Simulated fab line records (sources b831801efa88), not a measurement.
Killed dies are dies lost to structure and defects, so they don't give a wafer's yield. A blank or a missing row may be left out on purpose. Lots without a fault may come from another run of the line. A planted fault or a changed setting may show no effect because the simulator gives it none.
fab line records | flow sky130 | part 2 of 2: steps 31 to 41 of 41
record: lots: 5 | wafers: 15 | lastDay: 48
route steps=708 shown NWELL@74 PWDE@84 VT_ADJUST_HVTP@85 VT_ADJUST_LVTN@97
lots that met no fault: from a run of the same line without faults
startH: the number of hours between the record's first day and the start of the first shown wafer of the lot | waitH: how many hours have passed since the lot's step before this one | " same as the row above | L1.1+2: a row that stands for several wafers | - value missing, or start not given | * or withheld: withheld | < > ~ a bound
route shown NAME@n: a module of which the file shows steps, and the number in the route of the first | usual: mean/standard deviation taken from wafers without a fault | same: alike in all rows | chamber/n: place in a boat | sites: the reading at each site | _std_site: standard deviation across them | _edge_site: the outer-site mean with the inner-site mean subtracted | radiusMm: how far each site lies from the wafer's centre | mask NAME#n: copy n | behind: the last tool/chamber to shape the wafer | hold: reason for holding the lot/hours on hold/outcome of the hold | device: transistor that didn't switch, given as n, p or np | end of line: the route-end tests of the same wafers | step lacking rows: just its recipe | killed: not the wafer's yield, but the dies lost to structure and defects at the first sort | map: shows each die of a wafer: x if killed, . if not, _ if none is there
set.NAME: the setting the step ran with; set.NAME@STEP: the setting that earlier step ran with | model.NAME: the simulator's own value behind a step, which no gauge read
lots at some steps of the route; a table a step, a row a wafer
services: from which hour (startH, from the record's first day; less than 0 if before it) a tool's chamber was out of use, for how many hours, and why
== steps ==
step: SKY_VT_ADJUST_LVTN_IMPLANT_08
recipe: species: B | energyKev: 30 | doseCm2: 1.57e+12 | tiltDeg: withheld
usual: faradayCurrentUA: 8.85/0.18
lot.wafer | tool         | chamber | startH | waitH | faradayCurrentUA
L075.1    | implanter-04 | 0       | 166.96 | 0.0   | 8.89
L075.3    | "            | 0       | "      | "     | 8.56
L075.6    | "            | 0       | "      | "     | 8.78
L078.1    | implanter-01 | 0       | 185.12 | 0.0   | 8.90
L078.3    | "            | 0       | "      | "     | 8.51
L078.6    | "            | 0       | "      | "     | 8.93
L083.1    | implanter-01 | 0       | 204.77 | 0.0   | 8.58
L083.3    | "            | 0       | "      | "     | 8.83
L083.5    | "            | 0       | "      | "     | 8.71
L085.1    | implanter-03 | 0       | 214.87 | 0.0   | 8.68
L085.3    | "            | 0       | "      | "     | 9.04
L085.6    | "            | 0       | "      | "     | 8.78
L086.1    | implanter-01 | 0       | 219.87 | 0.0   | 8.82
L086.4    | "            | 0       | "      | "     | 8.71
L086.5    | "            | 0       | "      | "     | 9.16
step: SKY_VT_ADJUST_LVTN_STRIP_09
recipe: chemistry: O2/N2 | powerW: 1400 | pressureMtorr: 1500 | platenTempC: withheld | o2FlowSccm: 3000 | n2FlowSccm: 300 | overashFraction: 0.5
usual: drypumpMotorCurrentA: 5.7/0.57 | oesProductAu: 0.722/0.0043 | stripTimeToEndpointS: 36.86/0.1
same: overashFraction: 0.5
lot.wafer | tool           | chamber | startH | waitH | drypumpMotorCurrentA | oesProductAu | rfHoursCounterH | stripTimeToEndpointS
L075.1    | plasmaAsher-02 | 0       | 167.11 | 0.1   | 5.4                  | 0.719        | 36              | 36.89
L075.3    | "              | 0       | "      | "     | 5.4                  | 0.715        | -               | 37.05
L075.6    | "              | 1       | "      | "     | 4.8                  | 0.714        | -               | 36.98
L078.1    | plasmaAsher-02 | 1       | 185.27 | 0.1   | 4.8                  | 0.719        | 37              | 36.73
L078.3    | "              | 0       | "      | "     | 5.5                  | 0.727        | -               | 36.74
L078.6    | "              | 1       | "      | "     | 4.8                  | 0.728        | -               | 36.83
L083.1    | plasmaAsher-01 | 1       | 204.92 | 0.1   | 6.1                  | 0.713        | 51              | 36.93
L083.3    | "              | 1       | "      | "     | 6.1                  | 0.723        | -               | 36.99
L083.5    | "              | 0       | "      | "     | 6.3                  | 0.724        | -               | 37.05
L085.1    | plasmaAsher-01 | 1       | 215.02 | 0.1   | 6.1                  | 0.726        | 52              | 36.83
L085.3    | "              | 0       | "      | "     | 6.3                  | 0.728        | -               | 36.89
L085.6    | "              | 1       | "      | "     | 6.1                  | 0.728        | -               | 36.91
L086.1    | plasmaAsher-03 | 1       | 220.02 | 0.1   | 5.3                  | 0.716        | 10              | 36.84
L086.4    | "              | 0       | "      | "     | 6.2                  | 0.720        | -               | 36.71
L086.5    | "              | 1       | "      | "     | 5.3                  | 0.718        | -               | 36.83
step: SKY_VT_ADJUST_LVTN_TW_MEAS_10
usual: VT_ADJUST_LVTN_TW: 240.1/2.4
lot.wafer | tool         | chamber | startH | waitH | VT_ADJUST_LVTN_TW
L075.1    | filmMetro-04 | -       | 167.21 | 0.1   | 244.6
L075.3    | "            | -       | "      | "     | 244.1
L075.6    | "            | -       | "      | "     | 244.8
L078.1    | filmMetro-01 | -       | 185.37 | 0.1   | 238.8
L078.3    | "            | -       | "      | "     | 238.9
L078.6    | "            | -       | "      | "     | 239.8
L083.1    | filmMetro-04 | -       | 205.02 | 0.1   | 242.1
L083.3    | "            | -       | "      | "     | 242.8
L083.5    | "            | -       | "      | "     | 242.6
L085.1    | filmMetro-02 | -       | 215.12 | 0.1   | 239.9
L085.3    | "            | -       | "      | "     | 239.4
L085.6    | "            | -       | "      | "     | 239.8
L086.1    | filmMetro-04 | -       | 220.12 | 0.1   | 241.9
L086.4    | "            | -       | "      | "     | 242.5
L086.5    | "            | -       | "      | "     | 243.7
step: SKY_VT_ADJUST_LVTN_DEHYDRATE_11
recipe: tempC: 200 | timeS: 60
lot.wafer  | tool          | chamber | startH | waitH
L075.1+3+6 | lithoTrack-03 | 0       | 176.28 | 9.1
L078.1+3+6 | lithoTrack-01 | 0       | 195.03 | 9.7
L083.1+3+5 | lithoTrack-03 | 0       | 215.33 | 10.3
L085.1+3+6 | lithoTrack-01 | 0       | 226.28 | 11.1
L086.1+4+5 | lithoTrack-04 | 0       | 230.84 | 10.7
step: SKY_VT_ADJUST_LVTN_HMDS_12
recipe: primeTimeS: 60 | primeTempC: 120
usual: primeTempC: 120.00/0.12
lot.wafer | tool          | chamber | startH | waitH | primeTempC
L075.1    | lithoTrack-03 | 0       | 176.43 | 0.1   | 120.11
L075.3    | "             | 0       | "      | "     | 120.10
L075.6    | "             | 0       | "      | "     | 119.93
L078.1    | lithoTrack-01 | 0       | 195.18 | 0.1   | 120.19
L078.3    | "             | 0       | "      | "     | 119.92
L078.6    | "             | 0       | "      | "     | 120.03
L083.1    | lithoTrack-03 | 0       | 215.48 | 0.1   | 119.99
L083.3    | "             | 0       | "      | "     | 119.80
L083.5    | "             | 0       | "      | "     | 119.97
L085.1    | lithoTrack-01 | 0       | 226.43 | 0.1   | 119.99
L085.3    | "             | 0       | "      | "     | 119.70
L085.6    | "             | 0       | "      | "     | 120.03
L086.1    | lithoTrack-04 | 0       | 230.99 | 0.1   | 119.97
L086.4    | "             | 0       | "      | "     | 119.97
L086.5    | "             | 0       | "      | "     | 120.12
step: SKY_VT_ADJUST_LVTN_COAT_13
recipe: resist: NOVOLAK | spinRpm: 3000 | resistThkNm: 1140
lot.wafer  | tool          | chamber | startH | waitH
L075.1+3+6 | lithoTrack-03 | 0       | 176.58 | 0.1
L078.1+3+6 | lithoTrack-01 | 0       | 195.33 | 0.1
L083.1+3+5 | lithoTrack-03 | 0       | 215.63 | 0.1
L085.1+3+6 | lithoTrack-01 | 0       | 226.58 | 0.1
L086.1+4+5 | lithoTrack-04 | 0       | 231.14 | 0.1
step: SKY_VT_ADJUST_LVTN_SOFTBAKE_14
recipe: tempC: 90 | timeS: 60 | resist: NOVOLAK
lot.wafer  | tool          | chamber | startH | waitH
L075.1+3+6 | lithoTrack-03 | 0       | 176.73 | 0.1
L078.1+3+6 | lithoTrack-01 | 0       | 195.48 | 0.1
L083.1+3+5 | lithoTrack-03 | 0       | 215.78 | 0.1
L085.1+3+6 | lithoTrack-01 | 0       | 226.73 | 0.1
L086.1+4+5 | lithoTrack-04 | 0       | 231.29 | 0.1
step: SKY_VT_ADJUST_LVTN_EXPOSE_15
recipe: maskId: HVN_STD_DERIVED | na: 0.6 | sourceShape: conventional | sigmaOuter: 0.6 | polarization: unpolarized | targetCdNm: 600 | doseMj: 163
usual: exposureDoseMJCm2: 162.97/0.17
lot.wafer | tool            | chamber | startH | waitH | mask              | exposureDoseMJCm2
L075.1    | ilineStepper-01 | 0       | -      | -     | HVN_STD_DERIVED#0 | 163.14
L075.3    | "               | 0       | "      | "     | HVN_STD_DERIVED#0 | 162.84
L075.6    | "               | 0       | "      | "     | HVN_STD_DERIVED#0 | 162.80
L078.1    | ilineStepper-02 | 0       | -      | -     | HVN_STD_DERIVED#0 | 162.61
L078.3    | "               | 0       | "      | "     | HVN_STD_DERIVED#0 | 162.63
L078.6    | "               | 0       | "      | "     | HVN_STD_DERIVED#0 | 163.00
L083.1    | ilineStepper-01 | 0       | -      | -     | HVN_STD_DERIVED#0 | 163.11
L083.3    | "               | 0       | "      | "     | HVN_STD_DERIVED#0 | 163.05
L083.5    | "               | 0       | "      | "     | HVN_STD_DERIVED#0 | 162.91
L085.1    | ilineStepper-02 | 0       | -      | -     | HVN_STD_DERIVED#0 | 162.74
L085.3    | "               | 0       | "      | "     | HVN_STD_DERIVED#0 | 162.82
L085.6    | "               | 0       | "      | "     | HVN_STD_DERIVED#0 | 162.90
L086.1    | ilineStepper-02 | 0       | -      | -     | HVN_STD_DERIVED#0 | 163.00
L086.4    | "               | 0       | "      | "     | HVN_STD_DERIVED#0 | 162.93
L086.5    | "               | 0       | "      | "     | HVN_STD_DERIVED#0 | 162.71
step: SKY_VT_ADJUST_LVTN_PEB_16
recipe: tempC: withheld | timeS: * | resist: NOVOLAK
lot.wafer  | tool          | chamber | startH | waitH
L075.1+3+6 | lithoTrack-01 | 0       | -      | -
L078.1+3+6 | lithoTrack-03 | 0       | -      | -
L083.1+3+5 | lithoTrack-03 | 0       | -      | -
L085.1+3+6 | lithoTrack-01 | 0       | -      | -
L086.1+4+5 | lithoTrack-01 | 0       | -      | -
step: SKY_VT_ADJUST_LVTN_DEVELOP_17
recipe: resist: NOVOLAK | developer: TMAH | developTimeS: 60 | devTempC: 23
lot.wafer  | tool          | chamber | startH | waitH
L075.1+3+6 | lithoTrack-01 | 0       | 187.68 | 0.1
L078.1+3+6 | lithoTrack-03 | 0       | 206.88 | 0.1
L083.1+3+5 | lithoTrack-03 | 0       | 227.18 | 0.1
L085.1+3+6 | lithoTrack-01 | 0       | 237.58 | 0.1
L086.1+4+5 | lithoTrack-01 | 0       | 242.13 | 0.1
step: SKY_VT_ADJUST_LVTN_OVL_MEAS_18
usual: VT_ADJUST_LVTN_01_OVL: 0.5/1.3
lot.wafer | tool       | chamber | startH | waitH | VT_ADJUST_LVTN_01_OVL[nm]
L075.1    | overlay-02 | -       | 187.83 | 0.1   | 0.0
L075.3    | "          | -       | "      | "     | 0.3
L075.6    | "          | -       | "      | "     | 0.0
L078.1    | overlay-01 | -       | 207.03 | 0.1   | 3.9
L078.3    | "          | -       | "      | "     | 0.2
L078.6    | "          | -       | "      | "     | 3.0
L083.1    | overlay-01 | -       | 227.33 | 0.1   | 1.2
L083.3    | "          | -       | "      | "     | 1.2
L083.5    | "          | -       | "      | "     | 1.4
L085.1    | overlay-02 | -       | 237.73 | 0.1   | 1.1
L085.3    | "          | -       | "      | "     | 1.5
L085.6    | "          | -       | "      | "     | 1.8
L086.1    | overlay-02 | -       | 242.28 | 0.1   | 2.1
L086.4    | "          | -       | "      | "     | 1.5
L086.5    | "          | -       | "      | "     | 1.5
== services ==
tool            | chamber | startH | hours | kind
plasmaAsher-04  | -       | 106.32 | 2.9   | repair
plasmaAsher-03  | -       | 108.75 | 9.0   | pm
plasmaAsher-03  | 0       | 108.75 | 9.0   | ventCycle
plasmaAsher-03  | 1       | 108.75 | 9.0   | ventCycle
plasmaAsher-03  | 0       | 117.75 | -     | clean
plasmaAsher-03  | 1       | 117.75 | -     | clean
ilineStepper-01 | 0       | 118.48 | -     | calibration
wetBench-01     | -       | 144.18 | 4.4   | pm
plasmaAsher-01  | -       | 156.59 | 2.8   | pm
rtpAnneal-02    | -       | 168.11 | 3.0   | pm
implanter-03    | -       | 170.78 | 14.0  | pm
rtpAnneal-01    | -       | 172.00 | 3.5   | pm
implanter-04    | -       | 177.95 | 4.4   | pm
ilineStepper-02 | -       | 187.95 | 1.7   | pm
implanter-03    | -       | 196.78 | 1.5   | repair
implanter-04    | -       | 215.02 | 2.6   | repair
implanter-04    | -       | 220.02 | 1.3   | repair
ilineStepper-01 | -       | 225.63 | 1.7   | pm
ilineStepper-02 | 0       | 230.92 | -     | calibration
implanter-01    | -       | 238.97 | 2.1   | repair
plasmaAsher-04  | -       | 241.42 | 2.8   | pm
